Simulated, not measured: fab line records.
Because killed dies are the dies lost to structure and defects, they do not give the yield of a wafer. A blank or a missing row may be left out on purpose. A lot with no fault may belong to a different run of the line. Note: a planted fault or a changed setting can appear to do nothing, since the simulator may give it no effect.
Chamber matching -- flow sky130 -- 4 sister chambers for SKY_VIA3_ETCH_14 on rie_diel-03
The step etches BARC in N2/H2, stops on SiO2, time 45.9 s, target depth 60 nm. 4 wafers are shown with their chamber, then 8 later ones without.

## WAFERS PAIRED WITH THEIR CHAMBERS
wafer,chamber,drypump_motor_current_A (A)
L677.4,0,5.9
L687.2,2,6.3
L687.6,1,6.2
L688.1,3,6.3

## WAFERS WHOSE CHAMBER IS MISSING
wafer,drypump_motor_current_A (A)
L688.2,5.9
L688.6,6.3
L690.1,6.3
L690.4,5.8
L690.5,6.3
L691.1,6.4
L691.2,6.3
L691.3,6.2

## THE CHAMBER EACH PASSED THROUGH
wafer,from the rows above,in truth
L688.2,0,0
L688.6,can't be placed: 2 or 3 or 1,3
L690.1,can't be placed: 2 or 3 or 1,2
L690.4,0,0
L690.5,can't be placed: 2 or 3 or 1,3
L691.1,can't be placed: 2 or 3 or 1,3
L691.2,can't be placed: 2 or 3 or 1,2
L691.3,can't be placed: 1 or 2 or 3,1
Correct placement for 2 of the 8. These rows do not allow placing 6 (true chamber among the candidates in 6). 0 placed wrongly.
How it was worked out, from the rows above alone: a wafer's distance from a chamber is the root of the sum, over the readings, of the square of ((its reading less the chamber's mean) divided by the reading's scatter). If the next closest chamber is less than 2 further off than the closest, the wafer can't be placed; otherwise it belongs to the closest. A chamber's mean is the mean of its shown wafers. The scatter: with one shown wafer a chamber, the root of the mean of the squares of how far each hidden wafer lies from its nearest shown one.
